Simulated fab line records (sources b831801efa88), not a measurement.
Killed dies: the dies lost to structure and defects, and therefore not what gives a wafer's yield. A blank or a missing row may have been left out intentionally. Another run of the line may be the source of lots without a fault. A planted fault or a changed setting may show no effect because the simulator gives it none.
fab line records | flow sky130
record lots=7 | wafers=17 | last-day=49
route steps=708 shown RES_XHIGH@339 SD_N@342 SD_P@359 PAD_OPEN@708
lots that met no fault: taken from a fault-free run of the same line
start-h: hours from the record's first day to the start of the lot's first wafer shown | wait-h: hours elapsed since this lot's preceding step | " as in the row above | L1.1+2: several wafers, shown together as one row | - no value present, or no start provided | * or withheld: withheld | < > ~ a bound
route shown NAME@n: NAME is a module with steps in the file, n the number in the route of the first one | usual: mean and standard deviation over wafers with no fault | same: alike in all rows | chamber/n: place in a boat | sites: the reading at each site | _std_site: their standard deviation | _edge_site: the outer-site mean with the inner-site mean subtracted | radius-mm: how far each site lies from the wafer's centre | mask NAME#n: copy n | behind: the tool/chamber that last shaped the wafer | hold: cause of the lot's hold/its duration in hours/its outcome | device: transistor that didn't switch, given as n, p or np | end of line: at the end of the route, the tests of the same wafers | step lacking rows: just its recipe | killed: the dies lost at the first sort to structure and to defects; this is not the yield of the wafer | map: dies across one wafer; x = killed, . = not, _ = none there
set.NAME: setting as actually run; set.NAME@STEP: the setting as run at that earlier step | model.NAME: the simulator's own value behind a step, which no gauge read
certain route steps with their lots: each step a table, each wafer a row
services: a tool's chamber out of use, with start hour (start-h, from the record's first day; less than 0 if before it), hours out, and reason
## steps
# step SKY_RES_XHIGH_IMPLANT_07
# recipe species=BF2 | energy-kev=20 | dose-cm2=3.6e+14 | tilt-deg=0
# step SKY_RES_XHIGH_STRIP_08
# recipe chemistry=O2/N2 | power-w=1400 | pressure-mtorr=1500 | platen-temp-c=withheld | o2-flow-sccm=3000 | n2-flow-sccm=300 | overash-fraction=0.5
# usual drypump-motor-current-A=5.5/0.47 | oes-product-au=0.711/0.0042 | strip-time-to-endpoint-s=14.24/0.056
lot.wafer | tool            | chamber | start-h | wait-h | drypump-motor-current-A | oes-product-au | rf-hours-counter-h | strip-time-to-endpoint-s
L418.1    | plasma-asher-02 | 0       | 613.55  | 0.1    | 4.9                     | 0.707          | 80                 | 14.25
L418.3    | "               | 1       | "       | "      | 5.6                     | 0.711          | -                  | 14.25
L418.4    | "               | 0       | "       | "      | 4.9                     | 0.700          | -                  | 14.25
L419.2    | plasma-asher-01 | 1       | 630.35  | 0.1    | 5.5                     | 0.717          | 21                 | 14.31
L419.5    | "               | 0       | "       | "      | 5.2                     | 0.718          | -                  | 14.29
L419.6    | "               | 1       | "       | "      | 5.5                     | 0.707          | -                  | 14.33
L421.3    | plasma-asher-01 | 0       | 638.27  | 0.1    | 5.2                     | 0.715          | -                  | 14.35
L421.6    | "               | 0       | "       | "      | 5.2                     | 0.711          | -                  | 14.32
L422.2    | plasma-asher-01 | 1       | 666.25  | 0.1    | 5.4                     | 0.702          | 24                 | 14.23
L422.3    | "               | 1       | "       | "      | 5.5                     | 0.716          | -                  | 14.22
L425.6    | plasma-asher-02 | 1       | 682.57  | 0.1    | 5.6                     | 0.709          | -                  | 14.16
L431.3    | plasma-asher-01 | 1       | 732.79  | 0.1    | 5.4                     | 0.700          | -                  | 14.28
L431.5    | "               | 1       | "       | "      | 5.4                     | 0.718          | -                  | 14.28
L431.6    | "               | 0       | "       | "      | 5.2                     | 0.706          | -                  | 14.30
L436.2    | plasma-asher-02 | 0       | 764.21  | 0.1    | 4.9                     | 0.707          | 95                 | 14.25
L436.3    | "               | 0       | "       | "      | 4.9                     | 0.711          | -                  | 14.24
L436.4    | "               | 1       | "       | "      | 5.6                     | 0.716          | -                  | 14.25
# step SKY_RES_XHIGH_TW_MEAS_09
# usual RES_XHIGH_TW=1644/8.3
lot.wafer | tool          | chamber | start-h | wait-h | RES_XHIGH_TW
L418.1    | film-metro-03 | -       | 613.65  | 0.1    | 1671
L418.3    | "             | -       | "       | "      | 1655
L418.4    | "             | -       | "       | "      | 1665
L419.2    | film-metro-01 | -       | 630.46  | 0.1    | 1641
L419.5    | "             | -       | "       | "      | 1649
L419.6    | "             | -       | "       | "      | 1639
L421.3    | film-metro-01 | -       | 638.36  | 0.1    | 1640
L421.6    | "             | -       | "       | "      | 1643
L422.2    | film-metro-01 | -       | 666.36  | 0.1    | 1643
L422.3    | "             | -       | "       | "      | 1636
L425.6    | film-metro-02 | -       | 682.65  | 0.1    | 1645
L431.3    | film-metro-02 | -       | 732.88  | 0.1    | 1645
L431.5    | "             | -       | "       | "      | 1646
L431.6    | "             | -       | "       | "      | 1650
L436.2    | film-metro-02 | -       | 764.32  | 0.1    | 1642
L436.3    | "             | -       | "       | "      | 1641
L436.4    | "             | -       | "       | "      | 1634
# step SKY_SD_N_DEHYDRATE_00
# recipe temp-c=200 | time-s=60
# step SKY_SD_N_HMDS_01
# recipe prime-time-s=60 | prime-temp-c=120
# step SKY_SD_N_COAT_02
# recipe resist=NOVOLAK | spin-rpm=3000 | resist-thk-nm=1140
# step SKY_SD_N_SOFTBAKE_03
# recipe temp-c=90 | time-s=60 | resist=NOVOLAK
# step SKY_SD_N_EXPOSE_04
# recipe mask-id=NSDM | na=0.6 | source-shape=conventional | sigma-outer=0.6 | polarization=unpolarized | target-cd-nm=380 | dose-mj=141
# step SKY_SD_N_PEB_05
# recipe temp-c=withheld | time-s=* | resist=NOVOLAK
# step SKY_SD_N_DEVELOP_06
# recipe resist=NOVOLAK | developer=TMAH | develop-time-s=60 | dev-temp-c=23
# step SKY_SD_N_CD_MEAS_07
# recipe target-cd-nm=380
# usual cd-nm=380/3.4
lot.wafer | tool      | chamber | start-h | wait-h | cd-nm
L418.1    | cd-sem-02 | -       | 642.31  | 0.1    | 380
L418.3    | "         | -       | "       | "      | 381
L418.4    | "         | -       | "       | "      | 380
L419.2    | cd-sem-02 | -       | 657.82  | 0.1    | 382
L419.5    | "         | -       | "       | "      | 378
L419.6    | "         | -       | "       | "      | 381
L421.3    | cd-sem-02 | -       | 666.61  | 0.1    | 381
L421.6    | "         | -       | "       | "      | 381
L422.2    | cd-sem-02 | -       | 694.08  | 0.1    | 384
L422.3    | "         | -       | "       | "      | 383
L425.6    | cd-sem-01 | -       | 710.05  | 0.1    | 377
L431.3    | cd-sem-01 | -       | 760.30  | 0.1    | 380
L431.5    | "         | -       | "       | "      | 379
L431.6    | "         | -       | "       | "      | 378
L436.2    | cd-sem-02 | -       | 790.68  | 0.1    | 378
L436.3    | "         | -       | "       | "      | 376
L436.4    | "         | -       | "       | "      | 379
# step SKY_SD_N_OVL_MEAS_08
# usual SD_N_OVL=-0.9/1.4
lot.wafer | tool       | chamber | start-h | wait-h | SD_N_OVL[nm]
L418.1    | overlay-02 | -       | 642.43  | 0.1    | -3.9
L418.3    | "          | -       | "       | "      | -3.9
L418.4    | "          | -       | "       | "      | -4.0
L419.2    | overlay-02 | -       | 657.93  | 0.1    | -2.5
L419.5    | "          | -       | "       | "      | -2.2
L419.6    | "          | -       | "       | "      | -2.0
L421.3    | overlay-02 | -       | 666.70  | 0.1    | -2.2
L421.6    | "          | -       | "       | "      | -1.0
L422.2    | overlay-02 | -       | 694.18  | 0.1    | -2.4
L422.3    | "          | -       | "       | "      | -3.1
L425.6    | overlay-01 | -       | 710.10  | 0.0    | -2.0
L431.3    | overlay-02 | -       | 760.39  | 0.1    | -1.7
L431.5    | "          | -       | "       | "      | -0.9
L431.6    | "          | -       | "       | "      | -1.8
L436.2    | overlay-01 | -       | 790.78  | 0.1    | -0.4
L436.3    | "          | -       | "       | "      | -4.3
L436.4    | "          | -       | "       | "      | -2.8
# step SKY_SD_N_IMPLANT_09
# recipe species=As | energy-kev=50 | dose-cm2=4e+15 | tilt-deg=0
# usual faraday-current-uA=12305/1200
lot.wafer | tool         | chamber | start-h | wait-h | faraday-current-uA
L418.1    | implanter-01 | 0       | 642.46  | 0.0    | 10937
L418.3    | "            | 0       | "       | "      | 10840
L418.4    | "            | 0       | "       | "      | 11276
L419.2    | implanter-03 | 0       | 657.98  | 0.0    | 13846
L419.5    | "            | 0       | "       | "      | 13903
L419.6    | "            | 0       | "       | "      | 14281
L421.3    | implanter-03 | 0       | 666.78  | 0.1    | 14474
L421.6    | "            | 0       | "       | "      | 17608
L422.2    | implanter-03 | 0       | 694.24  | 0.0    | 17187
L422.3    | "            | 0       | "       | "      | 14225
L425.6    | implanter-03 | 0       | 710.23  | 0.1    | 17244
L431.3    | implanter-02 | 0       | 760.46  | 0.1    | 12224
L431.5    | "            | 0       | "       | "      | 12214
L431.6    | "            | 0       | "       | "      | 12114
L436.2    | implanter-01 | 0       | 790.84  | 0.0    | 10681
L436.3    | "            | 0       | "       | "      | 11021
L436.4    | "            | 0       | "       | "      | 10836
# step SKY_SD_N_IMPLANT_10
# recipe species=P | energy-kev=20 | dose-cm2=1e+14 | tilt-deg=0
# step SKY_SD_N_STRIP_11
# recipe chemistry=O2/N2 | power-w=1400 | pressure-mtorr=1500 | platen-temp-c=withheld | o2-flow-sccm=3000 | n2-flow-sccm=300 | overash-fraction=0.5
# usual drypump-motor-current-A=5.56/0.3 | oes-product-au=0.527/0.0047 | strip-time-to-endpoint-s=22.52/0.037
lot.wafer | tool            | chamber | start-h | wait-h | drypump-motor-current-A | oes-product-au | rf-hours-counter-h | strip-time-to-endpoint-s
L418.1    | plasma-asher-04 | 0       | 642.76  | 0.1    | 5.64                    | 0.532          | 51                 | 22.49
L418.3    | "               | 0       | "       | "      | 5.65                    | 0.528          | -                  | 22.56
L418.4    | "               | 1       | "       | "      | 5.85                    | 0.526          | -                  | 22.48
L419.2    | plasma-asher-03 | 1       | 658.26  | 0.1    | 5.40                    | 0.523          | 98                 | 22.43
L419.5    | "               | 1       | "       | "      | 5.38                    | 0.526          | -                  | 22.56
L419.6    | "               | 0       | "       | "      | 6.42                    | 0.522          | -                  | 22.53
L421.3    | plasma-asher-01 | 1       | 667.06  | 0.1    | 5.42                    | 0.526          | -                  | 22.48
L421.6    | "               | 1       | "       | "      | 5.45                    | 0.538          | -                  | 21.78
L422.2    | plasma-asher-01 | 0       | 694.51  | 0.1    | 5.18                    | 0.531          | 27                 | 21.86
L422.3    | "               | 1       | "       | "      | 5.50                    | 0.527          | -                  | 22.52
L425.6    | plasma-asher-01 | 0       | 710.47  | 0.1    | 5.19                    | 0.538          | -                  | 21.82
L431.3    | plasma-asher-04 | 1       | 760.75  | 0.1    | 5.84                    | 0.531          | -                  | 22.59
L431.5    | "               | 0       | "       | "      | 5.65                    | 0.533          | -                  | 22.53
L431.6    | "               | 1       | "       | "      | 5.86                    | 0.526          | -                  | 22.56
L436.2    | plasma-asher-01 | 1       | 791.11  | 0.1    | 5.47                    | 0.527          | 37                 | 22.51
L436.3    | "               | 1       | "       | "      | 5.51                    | 0.521          | -                  | 22.49
L436.4    | "               | 0       | "       | "      | 5.20                    | 0.529          | -                  | 22.55
# step SKY_SD_N_TW_MEAS_12
# usual SD_N_TW=3989/20
lot.wafer | tool          | chamber | start-h | wait-h | SD_N_TW
L418.1    | film-metro-02 | -       | 642.86  | 0.1    | 4014
L418.3    | "             | -       | "       | "      | 4018
L418.4    | "             | -       | "       | "      | 4007
L419.2    | film-metro-02 | -       | 658.37  | 0.1    | 4005
L419.5    | "             | -       | "       | "      | 4021
L419.6    | "             | -       | "       | "      | 3998
L421.3    | film-metro-01 | -       | 667.15  | 0.1    | 3999
L421.6    | "             | -       | "       | "      | 3971
L422.2    | film-metro-02 | -       | 694.62  | 0.1    | 3958
L422.3    | "             | -       | "       | "      | 3998
L425.6    | film-metro-01 | -       | 710.56  | 0.1    | 3953
L431.3    | film-metro-01 | -       | 760.83  | 0.1    | 3992
L431.5    | "             | -       | "       | "      | 3987
L431.6    | "             | -       | "       | "      | 3971
L436.2    | film-metro-01 | -       | 791.30  | 0.2    | 3986
L436.3    | "             | -       | "       | "      | 3965
L436.4    | "             | -       | "       | "      | 3948
# step SKY_SD_N_CLEAN_13
# recipe chemistry=SC1/SC2 | mix=1:4:20 | temp-c=70 | time-s=150 | dry=n2-spin
# step SKY_SD_N_RTA_14
# recipe temp-c=1075 | time-s=2 | idle-temp-c=650 | ramp-up-c-per-s=150 | ramp-down-c-per-s=90 | ambient=N2
# usual anneal-temp-c-max=1081.1/1.1 | lamp-power-pct=15.74/0.053 | ramp-up-c-per-s=150.00/0.028 | wafer_temp_C_max=1078.1/1.4
lot.wafer | tool          | chamber | start-h | wait-h | anneal-temp-c-max | lamp-power-pct | ramp-up-c-per-s | wafer_temp_C_max
L418.1    | rtp-anneal-02 | 0       | 642.98  | 0.0    | 1081.5            | 15.64          | 150.05          | 1077.5
L418.3    | "             | 0       | "       | "      | 1080.4            | 15.68          | 150.00          | 1078.1
L418.4    | "             | 0       | "       | "      | 1082.5            | 15.71          | 150.02          | 1078.0
L419.2    | rtp-anneal-01 | 0       | 658.47  | 0.0    | 1081.1            | 15.74          | 149.99          | 1077.9
L419.5    | "             | 0       | "       | "      | 1080.9            | 15.68          | 149.97          | 1078.9
L419.6    | "             | 0       | "       | "      | 1082.1            | 15.71          | 150.04          | 1078.6
L421.3    | rtp-anneal-01 | 0       | 667.26  | 0.0    | 1080.5            | 15.70          | 149.98          | 1077.6
L421.6    | "             | 0       | "       | "      | 1080.0            | 15.80          | 150.02          | 1081.6
L422.2    | rtp-anneal-02 | 0       | 694.73  | 0.0    | 1082.6            | 15.72          | 150.03          | 1077.3
L422.3    | "             | 0       | "       | "      | 1081.9            | 15.71          | 150.00          | 1078.4
L425.6    | rtp-anneal-02 | 0       | 710.66  | 0.0    | 1080.1            | 15.74          | 150.02          | 1075.2
L431.3    | rtp-anneal-01 | 0       | 760.94  | 0.0    | 1081.6            | 15.77          | 150.00          | 1078.9
L431.5    | "             | 0       | "       | "      | 1081.4            | 15.67          | 150.00          | 1079.5
L431.6    | "             | 0       | "       | "      | 1083.3            | 15.72          | 149.98          | 1077.4
L436.2    | rtp-anneal-02 | 0       | 791.41  | 0.0    | 1079.5            | 15.74          | 150.01          | 1078.3
L436.3    | "             | 0       | "       | "      | 1081.0            | 15.72          | 149.99          | 1075.4
L436.4    | "             | 0       | "       | "      | 1081.1            | 15.74          | 149.89          | 1077.2
# step SKY_SD_N_RS_MEAS_16
# recipe thk-meas-gauge=four-point-probe
# usual SD_N_RS=68.64/0.11
lot.wafer | tool          | chamber | start-h | wait-h | hold                     | SD_N_RS[ohm/sq]
L418.1    | film-metro-01 | -       | 643.16  | 0.1    | -                        | 68.73
L418.3    | "             | -       | "       | "      | -                        | 68.54
L418.4    | "             | -       | "       | "      | -                        | 68.72
L419.2    | film-metro-01 | -       | 658.66  | 0.1    | -                        | 68.62
L419.5    | "             | -       | "       | "      | -                        | 68.55
L419.6    | "             | -       | "       | "      | -                        | 68.62
L421.3    | film-metro-02 | -       | 667.46  | 0.1    | await-dispo/0.2h/release | 68.72
L421.6    | "             | -       | "       | "      | await-dispo/0.2h/release | 70.66
L421.3    | film-metro-02 | -       | 667.82  | 0.3    | -                        | 68.74
L421.6    | "             | -       | "       | "      | -                        | 70.64
L422.2    | film-metro-01 | -       | 694.92  | 0.1    | await-dispo/0.2h/release | 70.41
L422.3    | "             | -       | "       | "      | await-dispo/0.2h/release | 68.75
L422.2    | film-metro-01 | -       | 695.28  | 0.3    | -                        | 70.38
L422.3    | "             | -       | "       | "      | -                        | 68.78
L425.6    | film-metro-01 | -       | 710.89  | 0.1    | await-dispo/0.2h/release | 70.35
L425.6    | film-metro-01 | -       | 711.25  | 0.3    | -                        | 70.46
L431.3    | film-metro-01 | -       | 761.14  | 0.1    | -                        | 68.44
L431.5    | "             | -       | "       | "      | -                        | 68.66
L431.6    | "             | -       | "       | "      | -                        | 68.46
L436.2    | film-metro-02 | -       | 791.70  | 0.1    | -                        | 68.72
L436.3    | "             | -       | "       | "      | -                        | 68.74
L436.4    | "             | -       | "       | "      | -                        | 68.60
# step SKY_SD_N_RS_MEAS_17
# recipe thk-meas-gauge=four-point-probe
# usual SD_P_RS=147.3/0.34
lot.wafer | tool          | chamber | start-h | wait-h | hold                      | SD_P_RS[ohm/sq]
L418.1    | film-metro-01 | -       | 643.28  | 0.1    | -                         | 147.3
L418.3    | "             | -       | "       | "      | -                         | 147.1
L418.4    | "             | -       | "       | "      | -                         | 147.3
L419.2    | film-metro-01 | -       | 658.78  | 0.1    | -                         | 147.6
L419.5    | "             | -       | "       | "      | -                         | 147.4
L419.6    | "             | -       | "       | "      | -                         | 147.7
L421.3    | film-metro-02 | -       | 669.38  | 1.5    | await-dispo/1.4h/release  | 147.9
L421.6    | "             | -       | "       | "      | await-dispo/1.4h/release  | 148.3
L422.2    | film-metro-01 | -       | 698.59  | 3.3    | await-dispo/3.1h/release  | 147.2
L422.3    | "             | -       | "       | "      | await-dispo/3.1h/release  | 147.3
L425.6    | film-metro-01 | -       | 723.64  | 12.4   | await-dispo/12.3h/release | 147.4
L431.3    | film-metro-01 | -       | 761.26  | 0.1    | -                         | 146.9
L431.5    | "             | -       | "       | "      | -                         | 147.1
L431.6    | "             | -       | "       | "      | -                         | 146.8
L436.2    | film-metro-02 | -       | 791.82  | 0.1    | -                         | 147.3
L436.3    | "             | -       | "       | "      | -                         | 147.3
L436.4    | "             | -       | "       | "      | -                         | 147.7
# step SKY_PAD_OPEN_PROBE_99
# usual killed_at_M0_to_M3=42/7.1 | killed_at_M4_up=3.3/1.9 | killed-at-contacts=24/5 | killed-at-front-end=15/4.7 | killed-at-other=0.3/0.61 | killed-dies=86/9.6 | killed-open=47/7.5 | killed-short=38/6.6
# same gross-dies=492 | killed-at-back-side=0
lot.wafer | tool      | chamber | start-h | wait-h | killed_at_M0_to_M3 | killed_at_M4_up | killed-at-contacts | killed-at-front-end | killed-at-other | killed-dies | killed-open | killed-short | model.etest.res-ndiff.line-ohm-um | model.etest.sonos-uncharged.r-on-ohm-um | model.etest.licon-ndiff.rc-ohm | model.etest.res-ndiff-hv.rs-ohm-sq | model.etest.res-ndiff.rs-ohm-sq
L418.1    | prober-02 | -       | 1071.49 | 0.1    | 42                 | 5               | 26                 | 26                  | 0               | 99          | 52          | 45           | 767.4                             | 808.6                                   | 186.9                          | 114.9                              | 120.5
L418.3    | prober-02 | -       | 1071.59 | 0.2    | 40                 | 3               | 21                 | 15                  | 0               | 79          | 42          | 37           | 757.6                             | 806.5                                   | 181.4                          | 114.4                              | 119.9
L418.4    | prober-02 | -       | 1071.64 | 0.2    | 37                 | 3               | 20                 | 18                  | 1               | 79          | 41          | 38           | 760.8                             | 801.8                                   | 189.4                          | 114.8                              | 120.1
L419.2    | prober-01 | -       | 1084.18 | 0.1    | 46                 | 3               | 20                 | 22                  | 0               | 91          | 43          | 48           | 771.7                             | 823.6                                   | 180                            | 113.8                              | 119.7
L419.5    | prober-01 | -       | 1084.33 | 0.2    | 42                 | 4               | 23                 | 20                  | 0               | 89          | 54          | 35           | 762.9                             | 820.1                                   | 172.9                          | 113.7                              | 119.8
L419.6    | prober-01 | -       | 1084.38 | 0.2    | 44                 | 2               | 31                 | 20                  | 0               | 97          | 58          | 38           | 756.9                             | 803.5                                   | 175.3                          | 113.8                              | 119.7
L421.3    | prober-01 | -       | 1088.93 | 0.2    | 41                 | 3               | 22                 | 18                  | 1               | 85          | 56          | 28           | 772.4                             | 798.8                                   | 173.8                          | 112.7                              | 120.4
L421.6    | prober-01 | -       | 1089.08 | 0.2    | 35                 | 1               | 25                 | 21                  | 0               | 82          | 47          | 35           | 789.3                             | 820.4                                   | 189.1                          | 120                                | 124.3
L422.2    | prober-02 | -       | 1110.68 | 0.1    | 34                 | 3               | 26                 | 14                  | 0               | 77          | 53          | 24           | 804.4                             | 832.1                                   | 186.9                          | 121.6                              | 128.7
L422.3    | prober-02 | -       | 1110.73 | 0.2    | 32                 | 6               | 27                 | 11                  | 0               | 76          | 39          | 37           | 783.4                             | 812.5                                   | 188.4                          | 116.2                              | 123.1
L425.6    | prober-02 | -       | 1124.59 | 0.2    | 40                 | 1               | 30                 | 17                  | 0               | 88          | 49          | 39           | 802.6                             | 826.8                                   | 179.3                          | 117.2                              | 123.7
L431.3    | prober-01 | -       | 1157.15 | 0.2    | 45                 | 4               | 29                 | 20                  | 0               | 98          | 49          | 49           | 782.3                             | 815.6                                   | 186.6                          | 116.3                              | 121.8
L431.5    | prober-01 | -       | 1157.25 | 0.2    | 37                 | 1               | 24                 | 12                  | 0               | 74          | 40          | 34           | 781.6                             | 816.1                                   | 186.2                          | 116.5                              | 121.7
L431.6    | prober-01 | -       | 1157.30 | 0.2    | 48                 | 2               | 22                 | 12                  | 0               | 84          | 45          | 38           | 787                               | 818.7                                   | 188.4                          | 115.8                              | 122.7
L436.2    | prober-02 | -       | 1179.30 | 0.1    | 43                 | 3               | 21                 | 23                  | 0               | 90          | 51          | 39           | 755.9                             | 798.8                                   | 172.5                          | 113.7                              | 120.1
L436.3    | prober-02 | -       | 1179.35 | 0.2    | 60                 | 3               | 27                 | 14                  | 0               | 104         | 69          | 35           | 771.2                             | 801.5                                   | 173.7                          | 113.1                              | 119.6
L436.4    | prober-02 | -       | 1179.40 | 0.2    | 39                 | 0               | 35                 | 24                  | 1               | 99          | 55          | 44           | 772.5                             | 810.1                                   | 177.7                          | 113.8                              | 120.1
# killed by level:class
L418.1 VIA1:geometric-particle:open=13 CONTACT:geometric-particle:open=11 FIELD_ISO:geometric-particle:short=8 METAL1:geometric-particle:short=8 LI_CONTACT:geometric-particle:open=7 FIELD_ISO:geometric-particle:open=6 METAL4:geometric-particle:short=5 METAL2:geometric-particle:short=5
L418.3 VIA1:geometric-particle:short=10 CONTACT:geometric-particle:open=9 LI_CONTACT:geometric-particle:open=7 VIA1:geometric-particle:open=7 METAL1:geometric-particle:short=5 FIELD_ISO:geometric-particle:open=4 FIELD_ISO:geometric-particle:short=4 VIA3:geometric-particle:open=4
L418.4 VIA1:geometric-particle:open=8 FIELD_ISO:geometric-particle:short=7 CONTACT:geometric-particle:open=7 VIA3:geometric-particle:open=7 VIA1:geometric-particle:short=6 METAL2:geometric-particle:short=6 FIELD_ISO:geometric-particle:open=5 LI_CONTACT:geometric-particle:open=4
L419.2 CONTACT:geometric-particle:open=9 VIA1:geometric-particle:short=9 VIA1:geometric-particle:open=9 FIELD_ISO:geometric-particle:short=8 POLY_GATE:geometric-particle:short=6 CONTACT:geometric-particle:short=6 METAL2:geometric-particle:short=6 VIA2:geometric-particle:open=6
L419.5 VIA2:geometric-particle:open=13 CONTACT:geometric-particle:open=11 VIA1:geometric-particle:open=8 POLY_GATE:geometric-particle:short=6 LI_CONTACT:geometric-particle:open=6 VIA2:geometric-particle:short=5 FIELD_ISO:geometric-particle:short=4 FIELD_ISO:geometric-particle:open=4
L419.6 CONTACT:geometric-particle:open=12 VIA2:geometric-particle:open=11 LI_CONTACT:geometric-particle:open=9 VIA3:geometric-particle:open=8 METAL1:geometric-particle:short=7 CONTACT:geometric-particle:short=6 VIA1:geometric-particle:open=6 FIELD_ISO:geometric-particle:short=5
L421.3 CONTACT:geometric-particle:open=12 VIA3:geometric-particle:open=11 VIA1:geometric-particle:open=8 VIA2:geometric-particle:open=6 METAL2:geometric-particle:short=6 POLY_GATE:geometric-particle:open=5 LI_CONTACT:geometric-particle:open=4 POLY_GATE:geometric-particle:short=3
L421.6 VIA1:geometric-particle:open=9 CONTACT:geometric-particle:open=8 LI_CONTACT:geometric-particle:open=7 VIA3:geometric-particle:open=7 FIELD_ISO:geometric-particle:open=5 LOCAL_INTERCONNECT:geometric-particle:short=5 VIA2:geometric-particle:open=5 POLY_GATE:geometric-particle:short=4
L422.2 LI_CONTACT:geometric-particle:open=9 VIA1:geometric-particle:open=9 CONTACT:geometric-particle:open=8 POLY_GATE:geometric-particle:open=4 LOCAL_INTERCONNECT:geometric-particle:short=4 METAL2:geometric-particle:open=4 VIA2:geometric-particle:short=4 VIA2:geometric-particle:open=4
L422.3 CONTACT:geometric-particle:open=13 METAL1:geometric-particle:short=7 VIA1:geometric-particle:open=7 CONTACT:geometric-particle:short=6 POLY_GATE:geometric-particle:open=4 VIA1:geometric-particle:short=4 FIELD_ISO:geometric-particle:open=3 FIELD_ISO:geometric-particle:short=3
L425.6 CONTACT:geometric-particle:short=8 CONTACT:geometric-particle:open=8 VIA3:geometric-particle:open=8 FIELD_ISO:geometric-particle:open=7 METAL1:geometric-particle:short=7 LI_CONTACT:geometric-particle:open=6 VIA1:geometric-particle:open=5 VIA2:geometric-particle:open=5
L431.3 VIA1:geometric-particle:open=10 CONTACT:geometric-particle:open=9 VIA3:geometric-particle:open=9 VIA3:geometric-particle:short=8 FIELD_ISO:geometric-particle:open=6 CONTACT:geometric-particle:short=6 FIELD_ISO:geometric-particle:short=5 LI_CONTACT:geometric-particle:open=5
L431.5 VIA1:geometric-particle:open=11 CONTACT:geometric-particle:open=7 VIA3:geometric-particle:open=7 LI_CONTACT:geometric-particle:open=5 LI_CONTACT:geometric-particle:short=5 CONTACT:geometric-particle:short=4 VIA2:geometric-particle:open=4 SPACER:geometric-particle:short=3
L431.6 VIA1:geometric-particle:open=11 CONTACT:geometric-particle:open=10 METAL3:geometric-particle:short=7 METAL1:geometric-particle:short=7 VIA2:geometric-particle:short=6 VIA2:geometric-particle:open=6 FIELD_ISO:geometric-particle:open=5 POLY_GATE:geometric-particle:open=4
L436.2 VIA1:geometric-particle:open=10 VIA3:geometric-particle:open=10 CONTACT:geometric-particle:open=8 FIELD_ISO:geometric-particle:open=7 POLY_GATE:geometric-particle:open=5 POLY_GATE:geometric-particle:short=5 METAL2:geometric-particle:short=5 VIA1:geometric-particle:short=5
L436.3 VIA1:geometric-particle:open=16 CONTACT:geometric-particle:open=11 LI_CONTACT:geometric-particle:open=9 VIA3:geometric-particle:open=9 VIA2:geometric-particle:open=7 METAL2:geometric-particle:short=6 FIELD_ISO:geometric-particle:open=4 LI_CONTACT:geometric-particle:short=4
L436.4 LI_CONTACT:geometric-particle:open=11 CONTACT:geometric-particle:open=9 METAL2:geometric-particle:short=9 VIA1:geometric-particle:open=7 CONTACT:geometric-particle:short=6 POLY_GATE:geometric-particle:open=5 LI_CONTACT:geometric-particle:short=5 METAL1:geometric-particle:short=5
## services
tool            | chamber | start-h | hours | kind
plasma-asher-04 | -       | 591.40  | 2.3   | repair
plasma-asher-02 | -       | 604.34  | 2.8   | pm
implanter-02    | -       | 633.63  | 0.7   | repair
implanter-02    | -       | 639.73  | 3.6   | repair
plasma-asher-02 | -       | 641.60  | 1.3   | repair
implanter-02    | -       | 643.03  | 6.1   | repair
implanter-02    | -       | 664.94  | 11.5  | repair
implanter-03    | -       | 669.44  | 2.4   | repair
implanter-03    | -       | 681.64  | 2.2   | repair
plasma-asher-04 | -       | 703.16  | 6.9   | pm
implanter-01    | -       | 708.09  | 8.0   | repair
implanter-03    | -       | 726.93  | 2.3   | pm
plasma-asher-03 | -       | 733.75  | 9.0   | pm
plasma-asher-03 | 0       | 733.75  | 9.0   | vent-cycle
plasma-asher-03 | 1       | 733.75  | 9.0   | vent-cycle
implanter-02    | -       | 740.05  | 6.5   | repair
plasma-asher-03 | 0       | 742.75  | -     | clean
plasma-asher-03 | 1       | 742.75  | -     | clean
implanter-02    | -       | 750.62  | 5.5   | pm
implanter-03    | -       | 757.86  | 1.2   | repair
implanter-01    | -       | 767.88  | 5.0   | pm
implanter-03    | -       | 778.92  | 13.5  | pm
implanter-01    | -       | 783.99  | 4.8   | pm
## key
first-sign step=SKY_SD_N_IMPLANT_09 | reading=faraday-current-uA | direction=up | sigmas=4.2 | usual=12305 | struck=17346
effect step=SKY_SD_N_STRIP_11 | reading=strip-time-to-endpoint-s | direction=down | sigmas=19 | usual=* | struck=*
effect step=SKY_SD_N_RS_MEAS_16 | reading=visit | direction=added
effect step=SKY_SD_N_RS_MEAS_16 | reading=SD_N_RS | direction=up | sigmas=16 | usual=68.64 | struck=70.47
model-effect step=SKY_PAD_OPEN_PROBE_99 | value=etest.res-ndiff.line-ohm-um | without=765.3 | struck=798.8
met-at SKY_SD_N_IMPLANT_09
struck-wafers L421.6,L422.2,L425.6
tester-left-out L421,L422,L425
onset-between 657.98 666.78
fault kind=process-parameter-drift | tool=implanter-03 | chamber=- | onset-h=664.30 | steps=SKY_SD_N_IMPLANT_09 | channel=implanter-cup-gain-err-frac | offset=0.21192 | shape=step | end-h=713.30 | scope=struck-wafers-only
# tester-left-out: of these lots the tester's yield and bins aren't shown, on N5 and GAA mostly nor the transistor test; their killed dies are dies lost to structure and defects alone, not to doping, threshold or leakage, so they don't give the yield
